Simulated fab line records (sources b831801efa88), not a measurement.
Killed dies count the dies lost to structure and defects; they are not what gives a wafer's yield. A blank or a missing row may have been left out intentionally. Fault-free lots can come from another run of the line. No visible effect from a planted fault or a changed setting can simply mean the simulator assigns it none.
What tool caused it? | flow sky130 | 72 wafers from 24 lots sampled at 2 of the route's 708 steps

WHAT EACH GAUGE READ, for each wafer
SKY_CONTACT_THK_MEAS_03.
lot  | measured     | on            | CONTACT_HDPCVD_THK (nm)
L074 | day 30 11:40 | film_metro-04 | 564 553 573
L075 | day 30 20:23 | film_metro-04 | 558 571 564
L076 | day 31 05:05 | film_metro-01 | 579 580 572
L077 | day 31 17:48 | film_metro-02 | 573 572 563
L078 | day 32 02:53 | film_metro-01 | 569 572 565
L079 | day 32 07:37 | film_metro-01 | 545 539 564
L080 | day 32 08:43 | film_metro-02 | 561 576 571
L081 | day 32 18:52 | film_metro-04 | 568 580 566
L082 | day 33 05:02 | film_metro-04 | 571 577 565
L083 | day 33 11:37 | film_metro-01 | 570 570 568
L084 | day 33 18:21 | film_metro-04 | 582 571 572
L085 | day 34 00:05 | film_metro-02 | 577 566 576
L086 | day 34 05:26 | film_metro-01 | 570 561 562
L089 | day 36 00:55 | film_metro-04 | 567 569 577
L087 | day 36 01:11 | film_metro-04 | 566 568 561
L088 | day 36 01:32 | film_metro-02 | 571 565 565
L090 | day 36 01:44 | film_metro-01 | 556 559 566
L091 | day 36 03:16 | film_metro-02 | 571 560 564
L092 | day 36 06:11 | film_metro-04 | 562 568 563
L093 | day 36 10:44 | film_metro-02 | 574 564 573
L094 | day 36 16:44 | film_metro-04 | 564 577 561
L095 | day 37 06:37 | film_metro-04 | 567 573 565
L096 | day 37 13:08 | film_metro-01 | 573 566 569
L097 | day 37 22:32 | film_metro-02 | 564 561 559

SKY_VIA1_BOW_MEAS_03.
lot  | measured     | on            | VIA1_BOW (um)
L074 | day 33 05:49 | film_metro-02 | 78 83 86
L075 | day 33 06:45 | film_metro-01 | 96 78 88
L076 | day 33 14:03 | film_metro-01 | 76 89 81
L077 | day 34 01:22 | film_metro-02 | 79 66 75
L078 | day 34 12:59 | film_metro-01 | 83 78 90
L079 | day 34 16:44 | film_metro-03 | 84 90 71
L080 | day 34 17:37 | film_metro-03 | 85 85 80
L081 | day 35 02:59 | film_metro-03 | 78 86 88
L082 | day 35 14:54 | film_metro-01 | 87 88 81
L083 | day 35 20:11 | film_metro-02 | 79 68 84
L084 | day 36 02:35 | film_metro-02 | 68 85 76
L085 | day 36 07:47 | film_metro-02 | 86 87 70
L086 | day 36 13:46 | film_metro-02 | 85 68 86
L089 | day 38 07:23 | film_metro-03 | 83 85 84
L087 | day 38 09:07 | film_metro-03 | 83 103 89
L088 | day 38 09:28 | film_metro-01 | 73 82 87
L090 | day 38 09:31 | film_metro-03 | 79 87 84
L091 | day 38 10:34 | film_metro-01 | 74 79 75
L092 | day 38 12:58 | film_metro-01 | 80 69 81
L093 | day 38 17:34 | film_metro-01 | 72 87 84
L094 | day 38 22:42 | film_metro-03 | 83 90 88
L095 | day 39 13:44 | film_metro-03 | 75 73 78
L096 | day 39 20:16 | film_metro-01 | 83 81 82
L097 | day 40 04:31 | film_metro-02 | 84 67 82

WHAT TOOL EACH LOT RAN ON (gives the tool, then ch and the chambers of the sampled wafers, and finally the start)
There is no process step in the record ahead of these readings.

WHAT THE TOOLS THEMSELVES READ (means of the sampled wafers that have a number; where no wafer has one, the mark that the record gives instead)
The record holds no such reading with a usual standard deviation.

THE ANSWER, worked out from the rows above alone
Rule: usual is defined by the lots themselves. Put in order of their means at a reading, lots are off if they are a third of the lots or fewer, leave a main group of 4 or more, and stand apart from it by a gap of 3 or more times the standard deviation of the main group's means; of several such gaps the widest counts. Not used: any main group whose means are identical at the precision the tables above print for the reading. Also off: a lot with no number at a reading for which 4 or more lots have one. Where the step has rows for the other lots, those lots are counted as sound. First the gauges in route order, then the tools' own readings, where a lot's mean is used as printed above. The first step at which some lot is off is used, and at that step the reading that is off furthest; a lot without a number counts as furthest.
No lot is off at any reading shown: from this, nothing can be told.

WHAT THE SIMULATOR PUT IN
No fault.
